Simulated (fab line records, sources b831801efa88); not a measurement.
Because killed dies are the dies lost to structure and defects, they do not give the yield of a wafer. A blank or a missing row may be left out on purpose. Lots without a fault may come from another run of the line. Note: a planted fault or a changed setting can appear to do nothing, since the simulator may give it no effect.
fab line records	flow sky130
record lots=7	wafers=21	last-day=50
route steps=708 shown VT_ADJUST_HVTR@139 VT_ADJUST_PCH@143 PAD_OPEN@708
lots with no fault: from the same line, run without faults
start-h: hours from the record's opening day to when the first of the lot's shown wafers began	wait-h: time in hours since the lot's previous step	" as in the row above	L1.1+2: one row covering several wafers at once	- no value, or no start was given	* or withheld: withheld	< > ~ a bound
route shown NAME@n: a module of which the file shows steps, and the number in the route of the first	usual: mean/standard deviation of fault-free wafers	same: alike in all rows	chamber/n: place in a boat	sites: readings site by site	_std_site: standard deviation of those values	_edge_site: outer sites' mean less inner sites'	radius-mm: how far each site lies from the wafer's centre	mask NAME#n: copy n	behind: the last tool/chamber to shape the wafer	hold: what put the lot on hold/how long, in hours/how the hold closed	device: transistor that didn't switch, given as n, p or np	end of line: the same wafers' tests at the end of the route	a step without rows: its recipe alone	killed: count of dies lost to structure and defects at first sort (not the wafer's yield)	map: the dies of a wafer, with x for killed, . for not killed, _ for no die there
set.NAME: the setting the step ran with; set.NAME@STEP: the setting that earlier step ran with	model.NAME: the simulator's own value behind a step, which no gauge read
lots seen at some steps along the route; tables by step, rows by wafer
services: a tool's chamber out of use, with start hour (start-h, from the record's first day; less than 0 if before it), hours out, and reason
## steps
# step SKY_VT_ADJUST_HVTR_OVL_MEAS_08
# usual VT_ADJUST_HVTR_OVL=-0.2/1.4
lot.wafer	tool	chamber	start-h	wait-h	VT_ADJUST_HVTR_OVL[nm]
L833.2	overlay-02	-	219.72	0.1	-2.5
L833.3	"	-	"	"	-1.0
L833.6	"	-	"	"	-1.7
L837.1	overlay-02	-	250.35	0.1	-0.1
L837.3	"	-	"	"	-0.4
L837.5	"	-	"	"	-1.8
L845.1	overlay-01	-	309.75	0.1	-0.9
L845.3	"	-	"	"	0.0
L845.5	"	-	"	"	0.1
L848.2	overlay-02	-	335.39	0.1	-0.5
L848.5	"	-	"	"	-0.9
L848.6	"	-	"	"	-2.3
L849.1	overlay-02	-	337.30	0.1	-0.8
L849.3	"	-	"	"	0.2
L849.4	"	-	"	"	-1.4
L853.1	overlay-02	-	367.46	0.1	-1.0
L853.2	"	-	"	"	-1.1
L853.6	"	-	"	"	-1.1
L854.3	overlay-02	-	376.32	0.1	-2.0
L854.4	"	-	"	"	0.4
L854.5	"	-	"	"	0.6
# step SKY_VT_ADJUST_HVTR_IMPLANT_09
# recipe species=B	energy-kev=10	dose-cm2=2.1e+12	tilt-deg=withheld
# step SKY_VT_ADJUST_HVTR_STRIP_10
# recipe chemistry=O2/N2	power-w=1400	pressure-mtorr=1500	platen-temp-c=withheld	o2-flow-sccm=3000	n2-flow-sccm=300	overash-fraction=0.5
# usual drypump-motor-current-A=5.99/0.2	n2-flow-sccm=299.9/0.88	oes-product-au=0.715/0.0052	strip-time-to-endpoint-s=14.19/0.039
lot.wafer	tool	chamber	start-h	wait-h	drypump-motor-current-A	n2-flow-sccm	oes-product-au	rf-hours-counter-h	strip-time-to-endpoint-s
L833.2	plasma-asher-03	0	219.90	0.1	5.69	299.6	0.713	55	14.15
L833.3	"	1	"	"	5.87	299.7	0.710	-	14.12
L833.6	"	0	"	"	5.71	300.5	0.704	-	14.14
L837.1	plasma-asher-03	1	250.53	0.1	5.87	299.5	0.718	58	14.16
L837.3	"	0	"	"	5.68	300.2	0.715	-	14.18
L837.5	"	1	"	"	5.87	299.9	0.709	-	14.17
L845.1	plasma-asher-04	1	309.93	0.1	6.26	299.3	0.707	18	14.21
L845.3	"	0	"	"	6.15	299.1	0.717	-	14.25
L845.5	"	0	"	"	6.17	298.9	0.711	-	14.20
L848.2	plasma-asher-03	0	335.57	0.1	5.67	301.0	0.718	67	14.15
L848.5	"	1	"	"	5.88	299.9	0.719	-	14.18
L848.6	"	0	"	"	5.64	300.7	0.709	-	14.19
L849.1	plasma-asher-04	1	337.48	0.1	6.27	300.1	0.708	21	14.19
L849.3	"	1	"	"	6.27	300.5	0.712	-	14.20
L849.4	"	0	"	"	6.13	300.9	0.715	-	14.18
L853.1	plasma-asher-04	0	367.65	0.1	6.14	299.8	0.714	23	14.23
L853.2	"	1	"	"	6.25	301.4	0.712	23	14.22
L853.6	"	1	"	"	6.26	301.1	0.711	-	14.18
L854.3	plasma-asher-04	0	376.53	0.1	6.15	299.9	0.712	-	14.15
L854.4	"	1	"	"	6.24	299.5	0.712	-	14.21
L854.5	"	1	"	"	6.25	300.0	0.715	-	14.13
# step SKY_VT_ADJUST_HVTR_TW_MEAS_11
# usual VT_ADJUST_HVTR_TW=211.5/0.89
lot.wafer	tool	chamber	start-h	wait-h	VT_ADJUST_HVTR_TW
L833.2	film-metro-03	-	220.01	0.1	210.9
L833.3	"	-	"	"	211.3
L833.6	"	-	"	"	210.3
L837.1	film-metro-01	-	250.63	0.1	213.1
L837.3	"	-	"	"	213.1
L837.5	"	-	"	"	211.6
L845.1	film-metro-03	-	310.03	0.1	212.4
L845.3	"	-	"	"	209.0
L845.5	"	-	"	"	210.2
L848.2	film-metro-03	-	335.68	0.1	210.7
L848.5	"	-	"	"	211.9
L848.6	"	-	"	"	210.9
L849.1	film-metro-02	-	337.58	0.1	213.5
L849.3	"	-	"	"	211.3
L849.4	"	-	"	"	212.8
L853.1	film-metro-03	-	367.75	0.1	212.1
L853.2	"	-	"	"	212.5
L853.6	"	-	"	"	214.2
L854.3	film-metro-01	-	376.62	0.1	212.2
L854.4	"	-	"	"	211.8
L854.5	"	-	"	"	211.4
# step SKY_VT_ADJUST_PCH_DEHYDRATE_00
# recipe temp-c=200	time-s=60
# step SKY_VT_ADJUST_PCH_HMDS_01
# recipe prime-time-s=60	prime-temp-c=120
# step SKY_VT_ADJUST_PCH_COAT_02
# recipe spin-rpm=2000	resist-thk-nm=3000
# step SKY_VT_ADJUST_PCH_SOFTBAKE_03
# recipe temp-c=110	time-s=withheld
# step SKY_VT_ADJUST_PCH_EXPOSE_04
# recipe mask-id=NWM	na=0.6	source-shape=conventional	sigma-outer=0.6	polarization=unpolarized	target-cd-nm=840	dose-mj=255
# step SKY_VT_ADJUST_PCH_PEB_05
# recipe temp-c=115	time-s=withheld
# step SKY_VT_ADJUST_PCH_DEVELOP_06
# recipe wall-angle-deg=90	developer=TMAH	develop-time-s=60	dev-temp-c=23
# step SKY_VT_ADJUST_PCH_OVL_MEAS_07
# usual VT_ADJUST_PCH_OVL=0.8/1.5
lot.wafer	tool	chamber	start-h	wait-h	VT_ADJUST_PCH_OVL[nm]
L833.2	overlay-02	-	243.03	-	0.8
L833.3	"	-	"	"	0.3
L833.6	"	-	"	"	-0.9
L837.1	overlay-02	-	275.00	-	1.0
L837.3	"	-	"	"	-0.5
L837.5	"	-	"	"	0.5
L845.1	overlay-01	-	336.35	-	-2.0
L845.3	"	-	"	"	-0.6
L845.5	"	-	"	"	-0.5
L848.2	overlay-01	-	363.10	-	0.9
L848.5	"	-	"	"	2.0
L848.6	"	-	"	"	-1.0
L849.1	overlay-02	-	364.75	-	1.3
L849.3	"	-	"	"	0.1
L849.4	"	-	"	"	-0.6
L853.1	overlay-02	-	396.42	-	0.4
L853.2	"	-	"	"	0.7
L853.6	"	-	"	"	0.1
L854.3	overlay-02	-	406.16	-	-3.1
L854.4	"	-	"	"	-1.2
L854.5	"	-	"	"	-1.3
# step SKY_VT_ADJUST_PCH_IMPLANT_08
# recipe species=B	energy-kev=10	dose-cm2=5e+11	tilt-deg=withheld
# usual beam-on-s=10.02/0.19	dose-ions-cm2=5e+11/5.5e+08
lot.wafer	tool	chamber	start-h	wait-h	beam-on-s	dose-ions-cm2
L833.2	implanter-04	0	243.08	0.0	10.09	5.002e+11
L833.3	"	0	"	"	9.55	5.003e+11
L833.6	"	0	"	"	10.12	4.998e+11
L837.1	implanter-03	0	275.03	0.0	10.12	4.997e+11
L837.3	"	0	"	"	10.10	4.996e+11
L837.5	"	0	"	"	10.10	4.997e+11
L845.1	implanter-01	0	336.38	0.0	9.97	5.056e+11
L845.3	"	0	"	"	9.90	5.068e+11
L845.5	"	0	"	"	9.95	5.066e+11
L848.2	implanter-01	0	363.15	0.0	10.22	5.064e+11
L848.5	"	0	"	"	10.22	5.057e+11
L848.6	"	0	"	"	10.31	5.067e+11
L849.1	implanter-01	0	364.78	0.0	10.21	5.07e+11
L849.3	"	0	"	"	9.98	5.069e+11
L849.4	"	0	"	"	10.00	5.072e+11
L853.1	implanter-03	0	396.46	0.0	10.00	5.004e+11
L853.2	"	0	"	"	10.00	5.004e+11
L853.6	"	0	"	"	10.38	5.006e+11
L854.3	implanter-04	0	406.23	0.1	10.14	4.999e+11
L854.4	"	0	"	"	10.05	4.999e+11
L854.5	"	0	"	"	9.85	4.997e+11
# step SKY_VT_ADJUST_PCH_STRIP_09
# recipe chemistry=O2/N2	power-w=1400	pressure-mtorr=1500	platen-temp-c=withheld	o2-flow-sccm=3000	n2-flow-sccm=300	overash-fraction=0.5
# usual drypump-motor-current-A=5.8/0.41	n2-flow-sccm=299.9/0.93	oes-product-au=0.723/0.0044	strip-time-to-endpoint-s=37.00/0.12
lot.wafer	tool	chamber	start-h	wait-h	drypump-motor-current-A	n2-flow-sccm	oes-product-au	rf-hours-counter-h	strip-time-to-endpoint-s
L833.2	plasma-asher-03	0	243.21	0.1	5.7	299.8	0.722	57	36.81
L833.3	"	0	"	"	5.7	299.1	0.723	-	36.72
L833.6	"	0	"	"	5.7	299.3	0.726	-	36.74
L837.1	plasma-asher-02	0	275.18	0.1	6.4	298.7	0.723	58	36.99
L837.3	"	0	"	"	6.4	299.1	0.724	-	37.17
L837.5	"	1	"	"	5.1	300.2	0.725	-	37.09
L845.1	plasma-asher-03	1	336.53	0.1	5.9	301.3	0.721	67	36.92
L845.3	"	0	"	"	5.7	300.0	0.728	-	37.00
L845.5	"	1	"	"	5.9	299.9	0.727	-	37.00
L848.2	plasma-asher-02	0	363.28	0.1	6.4	300.3	0.722	67	37.05
L848.5	"	1	"	"	5.0	299.7	0.719	-	36.97
L848.6	"	0	"	"	6.4	300.1	0.725	-	37.08
L849.1	plasma-asher-03	1	364.93	0.1	5.9	299.7	0.717	70	37.04
L849.3	"	0	"	"	5.7	299.5	0.716	-	37.02
L849.4	"	1	"	"	5.9	300.1	0.726	-	37.05
L853.1	plasma-asher-02	1	396.61	0.1	5.1	301.2	0.723	70	36.90
L853.2	"	0	"	"	6.4	298.8	0.724	70	37.04
L853.6	"	0	"	"	6.4	298.8	0.717	-	37.01
L854.3	plasma-asher-03	0	406.36	0.1	5.7	299.9	0.729	-	36.97
L854.4	"	1	"	"	5.9	298.7	0.726	-	36.88
L854.5	"	1	"	"	5.9	300.0	0.732	-	36.98
# step SKY_PAD_OPEN_PROBE_99
# usual killed_at_M0_to_M3=43/6.7	killed_at_M4_up=3.2/1.8	killed-at-contacts=24/4.8	killed-at-front-end=16/4.2	killed-at-other=0.3/0.56	killed-dies=86/8.5	killed-open=47/6.7	killed-short=39/6
# same gross-dies=492	killed-at-back-side=0
lot.wafer	tool	chamber	start-h	wait-h	killed_at_M0_to_M3	killed_at_M4_up	killed-at-contacts	killed-at-front-end	killed-at-other	killed-dies	killed-open	killed-short
L833.2	prober-01	-	1084.11	0.1	38	2	25	19	0	84	45	38
L833.3	prober-01	-	1084.16	0.2	42	5	26	13	1	87	61	26
L833.6	prober-01	-	1084.31	0.2	35	4	22	16	0	77	33	41
L837.1	prober-01	-	1115.53	0.1	52	3	22	12	1	90	48	42
L837.3	prober-01	-	1115.63	0.2	51	3	25	20	3	102	52	48
L837.5	prober-01	-	1115.73	0.2	35	3	20	19	1	78	39	39
L845.1	prober-01	-	1159.06	0.1	43	5	15	13	0	76	35	41
L845.3	prober-01	-	1159.16	0.2	29	2	32	13	0	76	43	33
L845.5	prober-01	-	1159.26	0.2	38	2	26	16	0	82	48	34
L849.1	prober-01	-	1176.91	0.1	57	2	19	12	2	92	53	39
L849.3	prober-01	-	1177.01	0.2	39	1	23	10	0	73	37	36
L849.4	prober-01	-	1177.06	0.2	47	4	20	21	0	92	52	40
L853.1	prober-01	-	1193.86	0.1	43	3	21	12	0	79	38	41
L853.2	prober-01	-	1193.91	0.1	41	4	23	17	1	86	53	33
L853.6	prober-01	-	1194.11	0.2	45	3	26	11	0	85	38	47
L854.3	prober-02	-	1197.93	0.2	42	4	20	17	0	83	51	31
L854.4	prober-02	-	1197.98	0.2	45	6	24	25	0	100	52	47
L854.5	prober-02	-	1198.03	0.2	42	3	24	14	0	83	43	39
# killed by level:class
L833.2 CONTACT:geometric-particle:open=13 VIA1:geometric-particle:open=10 METAL2:geometric-particle:short=7 FIELD_ISO:geometric-particle:open=5 FIELD_ISO:geometric-particle:short=4 POLY_GATE:geometric-particle:open=4 CONTACT:geometric-particle:short=4 VIA3:geometric-particle:open=4
L833.3 CONTACT:geometric-particle:open=13 VIA1:geometric-particle:open=11 VIA2:geometric-particle:open=10 LI_CONTACT:geometric-particle:open=7 POLY_GATE:geometric-particle:open=5 POLY_GATE:geometric-particle:short=5 VIA3:geometric-particle:open=4 METAL4:geometric-particle:short=4
L833.6 VIA2:geometric-particle:open=8 LI_CONTACT:geometric-particle:short=5 LOCAL_INTERCONNECT:geometric-particle:short=5 CONTACT:geometric-particle:short=5 METAL2:geometric-particle:short=5 POLY_GATE:geometric-particle:short=4 CONTACT:geometric-particle:open=4 VIA1:geometric-particle:open=4
L837.1 VIA1:geometric-particle:open=13 CONTACT:geometric-particle:open=9 VIA3:geometric-particle:open=8 METAL1:geometric-particle:short=6 POLY_GATE:geometric-particle:short=4 LOCAL_INTERCONNECT:geometric-particle:short=4 VIA2:geometric-particle:open=4 VIA1:geometric-particle:short=4
L837.3 VIA1:geometric-particle:open=13 VIA3:geometric-particle:open=8 CONTACT:geometric-particle:open=7 METAL2:geometric-particle:short=7 VIA2:geometric-particle:open=7 LOCAL_INTERCONNECT:geometric-particle:short=6 FIELD_ISO:geometric-particle:short=5 CONTACT:geometric-particle:short=5
L837.5 LI_CONTACT:geometric-particle:open=7 VIA2:geometric-particle:open=6 CONTACT:geometric-particle:short=5 VIA1:geometric-particle:open=5 METAL2:geometric-particle:short=5 FIELD_ISO:geometric-particle:short=4 CONTACT:geometric-particle:open=4 METAL2:geometric-particle:open=4
L845.1 VIA1:geometric-particle:open=9 METAL1:geometric-particle:short=6 FIELD_ISO:geometric-particle:short=5 METAL2:geometric-particle:short=5 LI_CONTACT:geometric-particle:open=5 VIA2:geometric-particle:short=5 CONTACT:geometric-particle:open=4 CONTACT:geometric-particle:short=4
L845.3 CONTACT:geometric-particle:short=8 FIELD_ISO:geometric-particle:open=7 LI_CONTACT:geometric-particle:open=7 CONTACT:geometric-particle:open=7 VIA1:geometric-particle:open=6 LOCAL_INTERCONNECT:geometric-particle:short=5 LI_CONTACT:geometric-particle:short=4 VIA3:geometric-particle:open=4
L845.5 VIA1:geometric-particle:open=9 CONTACT:geometric-particle:open=7 LI_CONTACT:geometric-particle:open=6 CONTACT:geometric-particle:short=6 VIA3:geometric-particle:open=6 FIELD_ISO:geometric-particle:open=5 POLY_GATE:geometric-particle:open=5 VIA2:geometric-particle:open=5
L849.1 VIA2:geometric-particle:open=12 VIA1:geometric-particle:open=11 CONTACT:geometric-particle:open=9 VIA3:geometric-particle:open=8 METAL1:geometric-particle:short=5 VIA1:geometric-particle:short=5 LOCAL_INTERCONNECT:geometric-particle:short=4 METAL2:geometric-particle:short=4
L849.3 METAL2:geometric-particle:short=9 CONTACT:geometric-particle:open=8 VIA1:geometric-particle:open=8 CONTACT:geometric-particle:short=7 VIA2:geometric-particle:open=6 VIA3:geometric-particle:open=5 LI_CONTACT:geometric-particle:open=4 FIELD_ISO:geometric-particle:short=3
L849.4 VIA1:geometric-particle:open=16 LI_CONTACT:geometric-particle:open=8 POLY_GATE:geometric-particle:open=6 METAL2:geometric-particle:short=6 VIA2:geometric-particle:short=6 FIELD_ISO:geometric-particle:open=5 POLY_GATE:geometric-particle:short=5 VIA1:geometric-particle:short=5
L853.1 VIA1:geometric-particle:open=14 METAL1:geometric-particle:short=9 LI_CONTACT:geometric-particle:open=7 METAL2:geometric-particle:short=5 POLY_GATE:geometric-particle:short=5 LOCAL_INTERCONNECT:geometric-particle:short=5 CONTACT:geometric-particle:open=5 VIA2:geometric-particle:short=4
L853.2 VIA1:geometric-particle:open=9 VIA2:geometric-particle:open=7 VIA3:geometric-particle:open=7 CONTACT:geometric-particle:open=6 FIELD_ISO:geometric-particle:open=5 LI_CONTACT:geometric-particle:open=5 LOCAL_INTERCONNECT:geometric-particle:short=5 CONTACT:geometric-particle:short=4
L853.6 VIA1:geometric-particle:open=12 VIA1:geometric-particle:short=10 LOCAL_INTERCONNECT:geometric-particle:short=10 LI_CONTACT:geometric-particle:open=7 CONTACT:geometric-particle:open=6 METAL2:geometric-particle:short=5 POLY_GATE:geometric-particle:open=4 METAL3:geometric-particle:short=4
L854.3 CONTACT:geometric-particle:open=10 VIA1:geometric-particle:open=9 VIA2:geometric-particle:open=8 VIA3:geometric-particle:open=7 FIELD_ISO:geometric-particle:short=5 VIA3:geometric-particle:short=5 VIA2:geometric-particle:short=4 LI_CONTACT:geometric-particle:open=4
L854.4 CONTACT:geometric-particle:open=9 VIA1:geometric-particle:open=9 VIA2:geometric-particle:open=8 FIELD_ISO:geometric-particle:short=7 LOCAL_INTERCONNECT:geometric-particle:short=7 VIA1:geometric-particle:short=7 LI_CONTACT:geometric-particle:open=6 METAL4:geometric-particle:short=5
L854.5 CONTACT:geometric-particle:open=10 VIA2:geometric-particle:open=7 VIA1:geometric-particle:open=7 METAL3:geometric-particle:short=7 LI_CONTACT:geometric-particle:open=5 FIELD_ISO:geometric-particle:short=4 CONTACT:geometric-particle:short=4 METAL1:geometric-particle:short=4
## services
tool	chamber	start-h	hours	kind
implanter-01	-	227.83	3.3	pm
plasma-asher-03	-	235.80	0.3	repair
implanter-01	-	269.54	5.7	repair
implanter-01	-	300.73	3.7	pm
implanter-03	-	305.44	3.9	repair
implanter-03	-	316.20	5.3	pm
implanter-03	-	327.29	1.3	repair
plasma-asher-04	-	340.54	4.7	repair
plasma-asher-02	-	356.20	2.8	pm
implanter-04	-	360.43	0.6	repair
implanter-03	-	366.78	2.2	repair
implanter-04	-	371.13	4.9	pm
implanter-03	-	371.45	4.2	pm
plasma-asher-04	-	372.95	2.3	repair
plasma-asher-03	-	377.28	1.8	repair
implanter-04	-	389.16	2.5	repair
implanter-03	-	392.23	3.2	repair
## key
first-sign step=SKY_VT_ADJUST_PCH_IMPLANT_08	reading=dose-ions-cm2	direction=up	sigmas=12	usual=*	struck=*
effect none on later readings
met-at SKY_VT_ADJUST_PCH_IMPLANT_08
struck-wafers L845.1,L845.3,L845.5,L848.2,L848.5,L848.6,L849.1,L849.3,L849.4
tester-left-out L845,L848,L849
fault kind=process-parameter-drift	tool=implanter-01	chamber=-	onset-h=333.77	steps=SKY_VT_ADJUST_PCH_IMPLANT_08	channel=dose-cm2	offset=*	shape=step	end-h=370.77	acts-in=*	stated=*
# tester-left-out: of these lots the tester's yield and bins aren't shown, on N5 and GAA mostly nor the transistor test; their killed dies are dies lost to structure and defects alone, not to doping, threshold or leakage, so they don't give the yield
